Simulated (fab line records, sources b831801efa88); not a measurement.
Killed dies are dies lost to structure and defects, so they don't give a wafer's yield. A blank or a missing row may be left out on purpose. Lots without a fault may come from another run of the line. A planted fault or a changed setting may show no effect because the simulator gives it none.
fab line records | flow sfq_line
record lots=7 wafers=18 last_day=80
route steps=325 shown I3@137 M4@148 I4@163 JJ@178 M8@325
lots that met no fault: from a run of the same line without faults
start_h: hours from the record's first day to the start of the lot's first wafer shown | wait_h: hours since the lot's step before | " the same as in the row above | L1.1+2: a row that stands for several wafers | - no value, or no start given | * or withheld: withheld | < > ~ a bound
route shown NAME@n: a module of which the file shows steps, and the number in the route of the first | usual: mean/standard deviation of fault-free wafers | same: alike in all rows | chamber/n: place in a boat | sites: the reading at each site | _std_site: their standard deviation | _edge_site: outer sites' mean less inner sites' | radius_mm: how far each site lies from the wafer's centre | mask NAME#n: copy n | behind: the tool/chamber that last shaped the wafer | hold: why the lot was held/for how many hours/how that ended | device: the transistor (n, p or np) that didn't switch | end of line: the same wafers' tests at the end of the route | a step without rows: its recipe alone | killed: dies lost to structure and defects at the first sort, not the wafer's yield | map: a wafer's dies, x killed, . not, _ none there
set.NAME: the setting as run; set.NAME@STEP: as run at that earlier step | model.NAME: the simulator's own value behind a step, which no gauge read
lots at some steps of the route; a table a step, a row a wafer
services: from which hour (start_h, from the record's first day; less than 0 if before it) a tool's chamber was out of use, for how many hours, and why
## steps
# step SFQ_TRILAYER_I3_VIA_LITHO_COAT_090
# recipe resist=BARC spin_rpm=3000 resist_thk_nm=62
# step SFQ_TRILAYER_I3_VIA_LITHO_COAT_085
# recipe resist=KrF spin_rpm=3000 resist_thk_nm=650
# step SFQ_TRILAYER_I3_VIA_LITHO_SOFTBAKE_089
# recipe temp_c=withheld time_s=withheld resist=KrF
# step SFQ_TRILAYER_I3_VIA_LITHO_EXPOSE_086
# recipe mask_id=I3 na=0.6 source_shape=conventional sigma_outer=0.65 target_cd_nm=500 dose_mj=21.3
# step SFQ_TRILAYER_I3_VIA_LITHO_PEB_088
# recipe peb_temp_c=115 peb_time_s=60 resist=KrF
# step SFQ_TRILAYER_I3_VIA_LITHO_DEVELOP_087
# recipe time_s=60 resist=KrF
# step SFQ_I3_OVL_MEAS_923
# usual I3_OVL=-1/6.4
# columns lot.wafer tool chamber start_h wait_h I3_OVL[nm]
L102.4 overlay-01 - 851.05 0.1 1
L102.5 " - " " 8
L102.6 " - " " 0
L103.1 overlay-02 - 859.36 0.1 -16
L103.3 " - " " 1
L103.5 " - " " -10
L108.4 overlay-02 - 994.73 0.1 5
L108.5 " - " " 3
L110.2 overlay-02 - 999.43 0.1 -3
L110.5 " - " " 7
L112.2 overlay-02 - 1001.83 0.1 5
L112.4 " - " " 9
L113.2 overlay-01 - 1199.90 0.1 -11
L113.5 " - " " 6
L113.6 " - " " -4
L115.1 overlay-02 - 1214.42 0.1 11
L115.3 " - " " -3
L115.6 " - " " 12
# step SFQ_TRILAYER_I3_VIA_BARC_OPEN_VIA_ETCH_121
# recipe mask_material=PR chemistry=O2 target_depth_nm=125 target=BARC source_w=500 bias_w=80 pressure_mtorr=30 time_s=41.7
# usual chamber_pressure_mTorr=30.000/0.025 drypump_motor_current_A=5.8/0.62 oes_product_au=0.685/0.005
# columns lot.wafer tool chamber start_h wait_h chamber_pressure_mTorr drypump_motor_current_A oes_product_au rf_hours_counter_h
L102.4 rie_diel-04 3 851.06 0.0 30.017 6.2 0.688 2
L102.5 " 2 " " 29.973 5.6 0.685 -
L102.6 " 1 " " 30.000 6.2 0.682 -
L103.1 rie_diel-04 3 859.40 0.0 29.984 6.2 0.690 2
L103.3 " 1 " " 30.042 6.3 0.683 19
L103.5 " 2 " " 29.985 5.7 0.683 -
L108.4 rie_diel-02 0 994.74 0.0 30.000 6.4 0.677 7
L108.5 " 2 " " 30.001 5.6 0.673 -
L110.2 rie_diel-03 1 999.46 0.0 29.999 6.5 0.683 6
L110.5 " 1 " " 29.956 6.5 0.682 -
L112.2 rie_diel-03 0 1001.86 0.0 29.987 5.1 0.687 20
L112.4 " 1 " " 29.991 6.5 0.692 6
L113.2 rie_diel-03 0 1199.93 0.0 29.964 5.1 0.687 1
L113.5 " 3 " " 29.988 5.2 0.682 -
L113.6 " 0 " " 30.006 5.1 0.681 -
L115.1 rie_diel-03 2 1214.45 0.0 30.013 6.5 0.691 16
L115.3 " 3 " " 29.993 5.2 0.689 13
L115.6 " 3 " " 30.004 5.2 0.684 -
# step SFQ_TRILAYER_I3_VIA_ETCH_VIA_ETCH_088
# recipe target=SiO2 stop_on=Nb mask_material=PR taper_deg=20 chemistry=CHF3 target_depth_nm=260 source_w=500 bias_w=80 pressure_mtorr=30 time_s=withheld
# step SFQ_TRILAYER_I3_VIA_STRIP_STRIP_089
# recipe gas=O2 power_w=200 platen_temp_c=40 overash_fraction=0.65 chemistry=O2 pressure_mtorr=50
# step SFQ_TRILAYER_I3_VIA_STRIP_SOLV_CLEAN_090
# recipe chemistry=NMP temp_c=70 time_s=600
# step SFQ_TRILAYER_M4_DEP_PRE_CLEAN_092
# recipe gas=Ar time_s=22.5 bias_v=250
# step SFQ_TRILAYER_M4_DEP_SPUTTER_091
# recipe material=Nb base_pressure_pa=1.33e-06 chamber_pressure_pa=0.1333 substrate_temp_c=20 resputter_cathode_voltage_v=400 target_thk_nm=200 power_w=2000 time_s=133.3
# usual throttle_valve_pct=30.4/0.99
# columns lot.wafer tool chamber start_h wait_h throttle_valve_pct model.Nb_of_TRILAYER_M4_DEP_SPUTTER_091.thk_nm
L102.4 pvd_sputter-03 - 852.02 0.0 32.6 199.9
L102.5 " - " " 30.2 197.1
L102.6 " - " " 31.3 199
L103.1 pvd_sputter-06 - 860.35 0.0 29.1 200
L103.3 " - " " 30.2 200.9
L103.5 " - " " 28.8 197.4
L108.4 pvd_sputter-03 - 995.70 0.0 29.4 219.6
L108.5 " - " " 29.9 198.5
L110.2 pvd_sputter-03 - 1000.41 0.0 30.0 218.6
L110.5 " - " " 29.3 201.2
L112.2 pvd_sputter-03 - 1002.81 0.0 31.1 218
L112.4 " - " " 29.6 218.9
L113.2 pvd_sputter-03 - 1200.90 0.0 29.9 198.5
L113.5 " - " " 29.6 201.4
L113.6 " - " " 29.7 199.8
L115.1 pvd_sputter-04 - 1215.41 0.0 31.1 198.8
L115.3 " - " " 29.3 198.6
L115.6 " - " " 30.9 199.6
# step SFQ_M4_RS_MEAS_924
# recipe thk_meas_gauge=four-point-probe reads=Nb_of_TRILAYER_M4_DEP_SPUTTER_091
# usual M4_NB_RS=0.891/0.0086
# columns lot.wafer tool chamber start_h wait_h M4_NB_RS[ohm/sq]
L102.4 film_metro-04 - 852.17 0.1 0.891
L102.5 " - " " 0.902
L102.6 " - " " 0.894
L103.1 film_metro-02 - 860.44 0.0 0.892
L103.3 " - " " 0.886
L103.5 " - " " 0.902
L108.4 film_metro-02 - 995.85 0.1 0.810
L108.5 " - " " 0.897
L110.2 film_metro-02 - 1000.53 0.1 0.814
L110.5 " - " " 0.886
L112.2 film_metro-03 - 1002.93 0.1 0.818
L112.4 " - " " 0.815
L113.2 film_metro-03 - 1201.01 0.1 0.897
L113.5 " - " " 0.886
L113.6 " - " " 0.895
L115.1 film_metro-02 - 1215.50 0.0 0.895
L115.3 " - " " 0.898
L115.6 " - " " 0.892
# step SFQ_TRILAYER_M4_LITHO_COAT_098
# recipe resist=BARC spin_rpm=3000 resist_thk_nm=62
# step SFQ_TRILAYER_M4_LITHO_COAT_093
# recipe resist=KrF spin_rpm=3000 resist_thk_nm=600
# step SFQ_TRILAYER_M4_LITHO_SOFTBAKE_097
# recipe temp_c=withheld time_s=withheld resist=KrF
# step SFQ_TRILAYER_M4_LITHO_EXPOSE_094
# recipe mask_id=M4 na=0.6 source_shape=conventional sigma_outer=0.65 target_cd_nm=500 dose_mj=14.4
# step SFQ_TRILAYER_M4_LITHO_PEB_096
# recipe peb_temp_c=115 peb_time_s=60 resist=KrF
# step SFQ_TRILAYER_M4_LITHO_DEVELOP_095
# recipe time_s=60 resist=KrF
# step SFQ_M4_OVL_MEAS_926
# usual M4_OVL=-2/5.3
# columns lot.wafer tool chamber start_h wait_h M4_OVL[nm]
L102.4 overlay-01 - 942.70 0.1 -2
L102.5 " - " " 4
L102.6 " - " " -3
L103.1 overlay-02 - 943.88 0.1 9
L103.3 " - " " -1
L103.5 " - " " 3
L108.4 overlay-02 - 998.24 0.1 -6
L108.5 " - " " -5
L110.2 overlay-02 - 1004.23 0.1 2
L110.5 " - " " 7
L112.2 overlay-02 - 1006.63 0.1 1
L112.4 " - " " -2
L113.2 overlay-01 - 1203.43 0.1 10
L113.5 " - " " 8
L113.6 " - " " 13
L115.1 overlay-02 - 1217.93 0.1 1
L115.3 " - " " -3
L115.6 " - " " -9
# step SFQ_TRILAYER_M4_BARC_OPEN_METAL_ETCH_123
# recipe mask_material=PR chemistry=O2 target_depth_nm=125 target=BARC icp_w=600 bias_w=80 pressure_mtorr=10 time_s=41.7
# step SFQ_TRILAYER_M4_ETCH_METAL_ETCH_096
# recipe target=Nb stop_on=SiO2 mask_material=PR chemistry=Cl2/Ar target_depth_nm=240 icp_w=600 bias_w=80 pressure_mtorr=10 time_s=120
# usual chamber_pressure_mTorr=10.001/0.0093 drypump_motor_current_A=5.4/0.54 oes_product_au=0.894/0.0068
# columns lot.wafer tool chamber start_h wait_h chamber_pressure_mTorr drypump_motor_current_A oes_product_au rf_hours_counter_h
L102.4 rie_metal-03 1 942.82 0.1 10.002 4.9 0.888 -
L102.5 " 0 " " 9.998 6.0 0.885 -
L102.6 " 1 " " 9.994 4.9 0.889 -
L103.1 rie_metal-02 1 943.97 0.0 9.992 5.6 0.892 102
L103.3 " 0 " " 10.012 6.4 0.889 -
L103.5 " 1 " " 10.011 5.6 0.891 -
L108.4 rie_metal-04 1 998.36 0.1 9.984 5.0 0.944 -
L108.5 " 0 " " 9.994 5.3 0.885 -
L110.2 rie_metal-04 0 1004.32 0.0 10.002 5.2 0.939 3
L110.5 " 0 " " 10.014 5.2 0.897 -
L112.2 rie_metal-03 1 1006.72 0.0 10.008 4.9 0.944 117
L112.4 " 0 " " 9.997 6.1 0.945 -
L113.2 rie_metal-03 0 1203.52 0.0 10.011 6.0 0.892 113
L113.5 " 1 " " 9.988 4.9 0.896 -
L113.6 " 0 " " 9.995 6.1 0.896 -
L115.1 rie_metal-04 0 1218.03 0.0 10.010 5.3 0.891 31
L115.3 " 1 " " 10.006 5.0 0.889 -
L115.6 " 1 " " 9.992 5.0 0.887 -
# step SFQ_TRILAYER_M4_STRIP_STRIP_097
# recipe gas=O2 power_w=200 platen_temp_c=40 overash_fraction=0.65 chemistry=O2 pressure_mtorr=50
# step SFQ_TRILAYER_M4_STRIP_SOLV_CLEAN_098
# recipe chemistry=NMP temp_c=70 time_s=600
# step SFQ_TRILAYER_I4_DEP_PECVD_099
# recipe material=SiO2 temp_c=150 time_s=111.11 pressure_torr=2.4 rf_w=183.3 precursor=SiH4/N2O target_thk_nm=500
# usual chamber_pressure_Torr=2.400/0.0048 heater_power_w=88/18 susceptor_temp_C=150.01/0.15 throttle_valve_pct=24.8/1.5
# columns lot.wafer tool chamber start_h wait_h chamber_pressure_Torr heater_power_w susceptor_temp_C throttle_valve_pct
L102.4 pecvd-01 1 943.71 0.0 2.400 70 149.78 27.2
L102.5 " 0 " " 2.402 63 149.76 26.8
L102.6 " 2 " " 2.399 88 150.00 26.1
L103.1 pecvd-02 0 944.87 0.0 2.405 112 150.13 24.1
L103.3 " 2 " " 2.395 83 149.84 23.6
L103.5 " 1 " " 2.402 80 149.77 24.6
L108.4 pecvd-02 2 999.26 0.0 2.405 74 150.00 23.4
L108.5 " 0 " " 2.401 106 149.96 24.7
L110.2 pecvd-04 2 1005.23 0.0 2.401 109 150.30 22.3
L110.5 " 2 " " 2.403 93 150.21 22.4
L112.2 pecvd-04 1 1007.62 0.0 2.401 82 150.15 23.6
L112.4 " 0 " " 2.401 85 149.90 23.7
L113.2 pecvd-04 2 1204.42 0.0 2.400 111 150.10 23.1
L113.5 " 2 " " 2.402 113 149.97 23.0
L113.6 " 1 " " 2.407 85 149.92 24.1
L115.1 pecvd-02 1 1218.93 0.0 2.398 74 150.10 25.7
L115.3 " 0 " " 2.404 115 149.64 25.1
L115.6 " 1 " " 2.404 74 150.06 25.7
# step SFQ_TRILAYER_I4_CMP_CMP_100
# recipe material=SiO2 down_force_psi=3 platen_rpm=60 pad_velocity_m_s=0.94248
# step SFQ_I4_BOW_MEAS_927
# recipe mode=bow
# usual I4_BOW=5/9.6
# columns lot.wafer tool chamber start_h wait_h I4_BOW[um]
L102.4 film_metro-04 - 982.30 2.1 2
L102.5 " - " " -8
L102.6 " - " " 12
L103.1 film_metro-01 - 984.12 2.5 9
L103.3 " - " " 11
L103.5 " - " " 8
L108.4 film_metro-04 - 1008.18 1.1 -16
L108.5 " - " " -6
L110.2 film_metro-01 - 1011.14 1.5 -9
L110.5 " - " " -6
L112.2 film_metro-02 - 1017.14 1.0 -6
L112.4 " - " " 6
L113.2 film_metro-02 - 1207.52 1.0 6
L113.5 " - " " 9
L113.6 " - " " 10
L115.1 film_metro-01 - 1222.00 1.0 1
L115.3 " - " " 10
L115.6 " - " " 4
# step SFQ_TRILAYER_I4_METRO_MEASURE_101
# usual thk_nm=199.7/0.86
# columns lot.wafer tool chamber start_h wait_h thk_nm
L102.4 film_metro-04 - 982.96 0.6 200.4
L102.5 " - " " 200.6
L102.6 " - " " 200.1
L103.1 film_metro-01 - 984.24 0.1 199.1
L103.3 " - " " 198.6
L103.5 " - " " 199.2
L108.4 film_metro-04 - 1008.84 0.6 199.7
L108.5 " - " " 200.2
L110.2 film_metro-01 - 1011.44 0.3 200.0
L110.5 " - " " 200.3
L112.2 film_metro-02 - 1017.44 0.3 200.3
L112.4 " - " " 200.8
L113.2 film_metro-02 - 1207.82 0.3 199.6
L113.5 " - " " 200.5
L113.6 " - " " 199.7
L115.1 film_metro-01 - 1222.12 0.1 199.4
L115.3 " - " " 199.6
L115.6 " - " " 199.6
# step SFQ_TRILAYER_I4_VIA_LITHO_COAT_108
# recipe resist=BARC spin_rpm=3000 resist_thk_nm=62
# step SFQ_TRILAYER_I4_VIA_LITHO_COAT_103
# recipe resist=KrF spin_rpm=3000 resist_thk_nm=650
# step SFQ_TRILAYER_I4_VIA_LITHO_SOFTBAKE_107
# recipe temp_c=withheld time_s=withheld resist=KrF
# step SFQ_TRILAYER_I4_VIA_LITHO_EXPOSE_104
# recipe mask_id=I4 na=0.6 source_shape=conventional sigma_outer=0.65 target_cd_nm=700 dose_mj=21.3
# step SFQ_TRILAYER_I4_VIA_LITHO_PEB_106
# recipe peb_temp_c=115 peb_time_s=60 resist=KrF
# step SFQ_TRILAYER_I4_VIA_LITHO_DEVELOP_105
# recipe time_s=60 resist=KrF
# step SFQ_I4_OVL_MEAS_928
# usual I4_OVL=-2/8
# columns lot.wafer tool chamber start_h wait_h I4_OVL[nm]
L102.4 overlay-02 - 1118.18 0.1 -12
L102.5 " - " " 12
L102.6 " - " " -8
L103.1 overlay-02 - 1121.77 0.1 -15
L103.3 " - " " -12
L103.5 " - " " -15
L108.4 overlay-02 - 1150.58 0.1 -2
L108.5 " - " " -6
L110.2 overlay-02 - 1155.37 0.1 -11
L110.5 " - " " 2
L112.2 overlay-01 - 1160.80 0.1 0
L112.4 " - " " -1
L113.2 overlay-01 - 1211.07 0.1 3
L113.5 " - " " -10
L113.6 " - " " 3
L115.1 overlay-02 - 1227.60 0.1 -3
L115.3 " - " " -6
L115.6 " - " " -7
# step SFQ_TRILAYER_I4_VIA_BARC_OPEN_VIA_ETCH_146
# recipe mask_material=PR chemistry=O2 target_depth_nm=125 target=BARC source_w=500 bias_w=80 pressure_mtorr=30 time_s=41.7
# step SFQ_TRILAYER_I4_VIA_ETCH_VIA_ETCH_106
# recipe target=SiO2 stop_on=Nb mask_material=PR taper_deg=20 chemistry=CHF3 target_depth_nm=260 source_w=500 bias_w=80 pressure_mtorr=30 time_s=withheld
# usual chamber_pressure_mTorr=29.997/0.026 drypump_motor_current_A=5.7/0.57 oes_product_au=0.854/0.0051
# columns lot.wafer tool chamber start_h wait_h chamber_pressure_mTorr drypump_motor_current_A oes_product_au
L102.4 rie_diel-02 2 1118.24 0.0 29.987 5.6 0.850
L102.5 " 2 " " 29.997 5.6 0.859
L102.6 " 1 " " 30.004 4.8 0.860
L103.1 rie_diel-01 3 1121.84 0.0 30.004 6.5 0.856
L103.3 " 1 " " 29.977 4.7 0.849
L103.5 " 3 " " 30.058 6.5 0.850
L108.4 rie_diel-02 2 1150.64 0.0 30.000 5.6 0.856
L108.5 " 1 " " 29.991 4.8 0.857
L110.2 rie_diel-02 1 1155.44 0.0 30.004 4.8 0.852
L110.5 " 2 " " 30.007 5.6 0.852
L112.2 rie_diel-04 0 1160.87 0.0 30.050 5.6 0.859
L112.4 " 2 " " 30.003 5.6 0.862
L113.2 rie_diel-04 2 1211.14 0.0 29.993 5.6 0.850
L113.5 " 1 " " 29.968 6.3 0.856
L113.6 " 0 " " 30.042 5.5 0.851
L115.1 rie_diel-01 3 1227.67 0.0 30.029 6.5 0.845
L115.3 " 1 " " 30.020 4.7 0.849
L115.6 " 1 " " 29.952 4.7 0.850
# step SFQ_TRILAYER_I4_VIA_STRIP_STRIP_107
# recipe gas=O2 power_w=200 platen_temp_c=40 overash_fraction=0.65 chemistry=O2 pressure_mtorr=50
# usual chamber_pressure_mTorr=50.00/0.05 drypump_motor_current_A=5.7/0.43 oes_product_au=0.998/0.0077
# columns lot.wafer tool chamber start_h wait_h chamber_pressure_mTorr drypump_motor_current_A oes_product_au rf_hours_counter_h
L102.4 rie_metal-01 0 1118.56 - 49.94 6.1 0.992 -
L102.5 " 1 " " 49.95 5.5 0.988 -
L102.6 " 0 " " 50.01 6.1 1.001 -
L103.1 rie_metal-03 1 1121.96 - 49.93 5.0 0.994 131
L103.3 " 0 " " 50.06 6.0 1.001 -
L103.5 " 1 " " 49.97 5.0 0.993 -
L108.4 rie_metal-01 1 1150.96 - 50.07 5.5 1.002 -
L108.5 " 1 " " 50.04 5.5 0.998 -
L110.2 rie_metal-02 1 1155.56 - 50.04 5.6 1.009 125
L110.5 " 0 " " 50.05 6.5 0.997 -
L112.2 rie_metal-02 0 1160.98 - 50.01 6.4 0.994 135
L112.4 " 0 " " 50.07 6.4 0.996 -
L113.2 rie_metal-01 1 1211.25 - 50.03 5.5 0.998 110
L113.5 " 1 " " 49.98 5.5 0.999 -
L113.6 " 0 " " 50.02 6.1 1.008 -
L115.1 rie_metal-01 1 1227.79 - 49.96 5.5 0.997 113
L115.3 " 1 " " 50.00 5.5 1.000 -
L115.6 " 1 " " 50.07 5.5 0.992 -
# step SFQ_TRILAYER_I4_VIA_STRIP_SOLV_CLEAN_108
# recipe chemistry=NMP temp_c=70 time_s=600
# step SFQ_TRILAYER_JJ_TRILAYER_DEP_PRE_CLEAN_113
# recipe gas=Ar time_s=22.5 bias_v=250
# step SFQ_M8_BOW_MEAS_951
# recipe mode=bow
# usual M8_BOW=8/11
# columns lot.wafer tool chamber start_h wait_h M8_BOW[um] model.etest.m4.ohm_um model.etest.i3.link_ohm model.etest.m4.ohm_sq model.etest.i4.link_ohm
L102.4 film_metro-02 - 1782.43 0.1 5 1.781 1.971 0.8919 2.156
L102.5 " - " " -4 1.802 1.988 0.9045 2.176
L102.6 " - " " 16 1.795 1.974 0.8957 2.169
L103.1 film_metro-02 - 1784.77 0.0 5 1.788 1.982 0.8912 2.162
L103.3 " - " " 5 1.774 1.964 0.8874 2.162
L103.5 " - " " 3 1.809 1.981 0.9029 2.185
L108.4 film_metro-02 - 1823.23 0.1 -17 1.624 1.871 0.8118 2.115
L108.5 " - " " -9 1.8 1.974 0.898 2.184
L110.2 film_metro-02 - 1870.01 0.0 -4 1.636 1.885 0.8156 2.093
L110.5 " - " " -2 1.777 1.972 0.8862 2.156
L112.2 film_metro-04 - 1878.41 0.0 0 1.627 1.879 0.8177 2.095
L112.4 " - " " 12 1.626 1.876 0.8144 2.095
L113.2 film_metro-04 - 1900.74 0.0 7 1.796 1.98 0.8981 2.178
L113.5 " - " " 10 1.76 1.965 0.8853 2.153
L113.6 " - " " 13 1.782 1.966 0.8923 2.164
L115.1 film_metro-02 - 1915.12 0.0 4 1.791 1.973 0.8965 2.165
L115.3 " - " " 15 1.794 1.974 0.8977 2.177
L115.6 " - " " 7 1.782 1.966 0.8931 2.173
## services
# columns tool chamber start_h hours kind
rie_diel-03 0 831.82 6.7 repair
rie_diel-03 - 833.68 1.0 repair
pvd_sputter-03 - 864.23 9.0 repair
rie_metal-03 0 878.83 2.5 repair
rie_metal-03 - 882.87 0.7 repair
rie_diel-03 0 885.47 4.3 repair
rie_diel-03 3 930.66 2.7 repair
rie_diel-04 - 938.26 2.8 pm
pvd_sputter-03 - 944.57 3.2 repair
rie_diel-04 1 956.45 6.0 repair
pvd_sputter-03 - 980.36 2.0 repair
rie_diel-04 - 987.41 15.6 pm
rie_diel-03 3 1026.10 2.2 repair
pvd_sputter-03 - 1029.21 3.7 repair
pvd_sputter-03 - 1035.27 3.1 repair
rie_metal-01 1 1055.09 7.8 repair
rie_metal-01 - 1084.43 2.8 pm
rie_diel-04 1 1124.19 12.7 repair
rie_diel-04 3 1152.74 57.3 repair
rie_diel-03 - 1153.84 1.2 repair
pvd_sputter-03 - 1164.80 2.4 repair
rie_diel-03 - 1181.60 0.8 repair
rie_diel-03 3 1203.55 6.4 repair
rie_metal-03 - 1216.44 2.8 pm
## key
first_sign step=SFQ_M4_RS_MEAS_924 reading=M4_NB_RS direction=down sigmas=9 usual=0.891 struck=0.814
effect step=SFQ_TRILAYER_M4_ETCH_METAL_ETCH_096 reading=oes_product_au direction=up sigmas=7.4 usual=0.894 struck=0.943
model_effect step=SFQ_TRILAYER_M4_DEP_SPUTTER_091 value=Nb_of_TRILAYER_M4_DEP_SPUTTER_091.thk_nm without=198.5 struck=218.8
model_effect step=SFQ_M8_BOW_MEAS_951 value=etest.m4.ohm_um without=1.794 struck=1.628
met_at SFQ_TRILAYER_M4_DEP_SPUTTER_091
struck_wafers L108.4,L110.2,L112.2,L112.4
onset_between 852.02 995.70
fault kind=process_parameter_drift tool=pvd_sputter-03 chamber=- onset_h=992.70 steps=SFQ_TRILAYER_M4_DEP_SPUTTER_091 channel=time_s offset=* shape=step end_h=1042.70 scope=struck_wafers_only acts_in=* stated=*
